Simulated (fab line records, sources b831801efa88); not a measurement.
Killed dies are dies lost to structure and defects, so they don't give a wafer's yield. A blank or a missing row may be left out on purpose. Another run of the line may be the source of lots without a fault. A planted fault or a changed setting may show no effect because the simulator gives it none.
Which tool is to blame?	flow gf180mcu	Sampling: 14 lots, 42 wafers, 5 of 602 route steps

WHAT EACH GAUGE READ, for each wafer
GF_DUAL_GATE_THK_MEAS_03.
lot	measured	on	DUAL_GATE_OXIDATION_00_THK (nm)
L502	day 7 15:04	film metro-02	10.41 10.86 10.62
L503	day 7 21:08	film metro-03	10.96 11.04 10.88
L504	day 8 04:55	film metro-03	10.94 10.89 11.07
L505	day 8 17:06	film metro-02	10.85 10.86 10.91
L506	day 8 21:34	film metro-02	11.12 11.01 11.20
L515	day 11 09:58	film metro-02	10.72 10.84 10.69
L516	day 11 14:14	film metro-02	10.68 10.76 10.72
L517	day 11 22:58	film metro-02	10.92 10.96 10.86
L518	day 12 05:50	film metro-01	10.95 10.66 10.96
L519	day 12 11:45	film metro-03	11.11 11.11 11.27
L520	day 12 21:22	film metro-03	11.07 10.87 10.82
L521	day 13 01:38	film metro-01	10.75 10.87 10.87
L523	day 13 16:50	film metro-02	10.96 10.88 10.99
L525	day 14 07:28	film metro-02	11.02 11.16 11.15

GF_POLY_GATE_CD_MEAS_10: the cd target is 280 nm.
lot	measured	on	cd nm (nm)
L502	day 9 04:16	cd sem-01	279.2 279.6 280.8
L503	day 9 10:25	cd sem-01	280.1 281.1 280.7
L504	day 9 18:16	cd sem-02	280.0 282.1 281.3
L505	day 10 07:17	cd sem-02	280.2 279.9 280.8
L506	day 10 13:01	cd sem-02	280.3 280.6 280.8
L515	day 13 03:40	cd sem-01	279.9 280.3 279.5
L516	day 13 09:04	cd sem-02	279.8 280.6 280.3
L517	day 13 18:42	cd sem-01	280.5 281.0 280.2
L518	day 14 01:01	cd sem-01	280.4 280.4 280.5
L519	day 14 08:48	cd sem-02	281.2 280.4 281.0
L520	day 14 17:56	cd sem-02	279.3 279.3 279.2
L521	day 15 00:11	cd sem-02	281.0 279.7 280.1
L523	day 15 15:01	cd sem-01	281.7 281.9 281.8
L525	day 16 06:59	cd sem-01	280.8 281.7 280.0

GF_NSD_CD_MEAS_07: the cd target is 400 nm.
lot	measured	on	cd nm (nm)
L502	day 13 08:14	cd sem-01	400.3 401.7 400.5
L503	day 13 17:44	cd sem-01	398.3 396.6 396.3
L504	day 14 02:16	cd sem-02	396.4 396.6 397.3
L505	day 14 14:46	cd sem-02	397.9 418.7 397.4
L506	day 15 00:54	cd sem-02	415.3 397.5 417.7
L515	day 17 22:46	cd sem-02	395.8 396.4 396.7
L516	day 18 07:23	cd sem-01	399.8 401.2 400.4
L517	day 18 17:43	cd sem-01	398.7 399.4 399.5
L518	day 19 01:56	cd sem-01	402.2 404.4 401.0
L519	day 19 10:16	cd sem-01	402.3 402.6 402.6
L520	day 19 20:07	cd sem-01	402.0 401.8 398.5
L521	day 20 04:31	cd sem-01	402.5 399.7 401.3
L523	day 20 21:13	cd sem-01	399.4 395.6 398.3
L525	day 21 12:58	cd sem-01	398.5 398.1 399.7

TOOL THAT RAN EACH LOT (tool first, then ch and the chambers of the sampled wafers, then the start)
lot	GF_HV_LDD_ETCHBACK_58	GF_NSD_DEVELOP_06
L502	rie diel-02 ch 0,2, day 12 11:56	litho track-04 ch 0, day 13 08:05
L503	rie diel-02 ch 0,2,3, day 12 21:29	litho track-04 ch 0, day 13 17:35
L504	rie diel-01 ch 1,2,3, day 13 06:17	litho track-01 ch 0, day 14 02:07
L505	rie diel-02 ch 0,3, day 13 17:31	litho track-04 ch 0, day 14 14:37
L506	rie diel-02 ch 0,2,3, day 14 03:03	litho track-04 ch 0, day 15 00:41
L515	rie diel-01 ch 0,1, day 16 23:26	litho track-01 ch 0, day 17 22:37
L516	rie diel-02 ch 1,2,3, day 17 07:41	litho track-01 ch 0, day 18 07:14
L517	rie diel-01 ch 2,3, day 17 18:11	litho track-02 ch 0, day 18 17:34
L518	rie diel-02 ch 0,1,2, day 18 01:14	litho track-04 ch 0, day 19 01:47
L519	rie diel-01 ch 0,1, day 18 09:51	litho track-04 ch 0, day 19 10:07
L520	rie diel-01 ch 0,3, day 18 19:25	litho track-04 ch 0, day 19 19:58
L521	rie diel-02 ch 1,2,3, day 19 03:37	litho track-04 ch 0, day 20 04:22
L523	rie diel-01 ch 1,2, day 19 20:32	litho track-04 ch 0, day 20 21:04
L525	rie diel-02 ch 0,2,3, day 20 12:00	litho track-04 ch 0, day 21 12:49
- GF_HV_LDD_ETCHBACK_58: etches Si3N4 in CH3F/O2, stops on SiO2, time 100 s, target depth 90 nm.
- GF_NSD_DEVELOP_06: develop time 60 s.

AS READ BY THE TOOLS THEMSELVES (means over the sampled wafers that have a number; for cases with no such wafer, the mark the record gives instead)
GF_HV_LDD_ETCHBACK_58.
lot	tool	drypump motor current A (A)	oes product au (a.u.)	rf fwd power W (W)	throttle valve pct (%)
L502	rie diel-02	5.2	0.837	398.3	10.551
L503	rie diel-02	5.1	0.839	398.8	10.555
L504	rie diel-01	5.5	0.844	397.4	10.561
L505	rie diel-02	5.0	0.850	398.2	10.564
L506	rie diel-02	5.1	0.843	397.4	10.561
L515	rie diel-01	5.7	0.843	396.0	10.565
L516	rie diel-02	4.9	0.839	396.9	10.569
L517	rie diel-01	5.6	0.844	397.1	10.557
L518	rie diel-02	5.2	0.847	398.0	10.570
L519	rie diel-01	6.1	0.844	397.3	10.569
L520	rie diel-01	6.2	0.852	396.8	10.555
L521	rie diel-02	4.9	0.835	397.8	10.566
L523	rie diel-01	5.4	0.836	396.6	10.556
L525	rie diel-02	5.1	0.838	398.7	10.557

THE ANSWER, worked out from the rows above alone
Rule: what is usual is taken from the lots themselves. The widest of any qualifying gaps counts: lots, ordered by their means at a reading, are off when they make up no more than a third of the lots, leave a main group of 4 or more, and stand apart from it by 3 or more times the standard deviation of that group's means. The tables above print the reading to a certain number of digits; a main group whose means all agree to those digits is not used. Also off: a lot with no number at a reading for which 4 or more lots have one. Any other lot the step has rows for is counted as sound. The gauges are gone through in route order, then the tools' own readings, and for those a lot's mean is taken as printed above. The first step at which some lot is off is used, and at that step the reading that is off furthest; a lot without a number counts as furthest.
No lot is off on any of the readings shown, so nothing can be concluded from this.

WHAT THE SIMULATOR PUT IN
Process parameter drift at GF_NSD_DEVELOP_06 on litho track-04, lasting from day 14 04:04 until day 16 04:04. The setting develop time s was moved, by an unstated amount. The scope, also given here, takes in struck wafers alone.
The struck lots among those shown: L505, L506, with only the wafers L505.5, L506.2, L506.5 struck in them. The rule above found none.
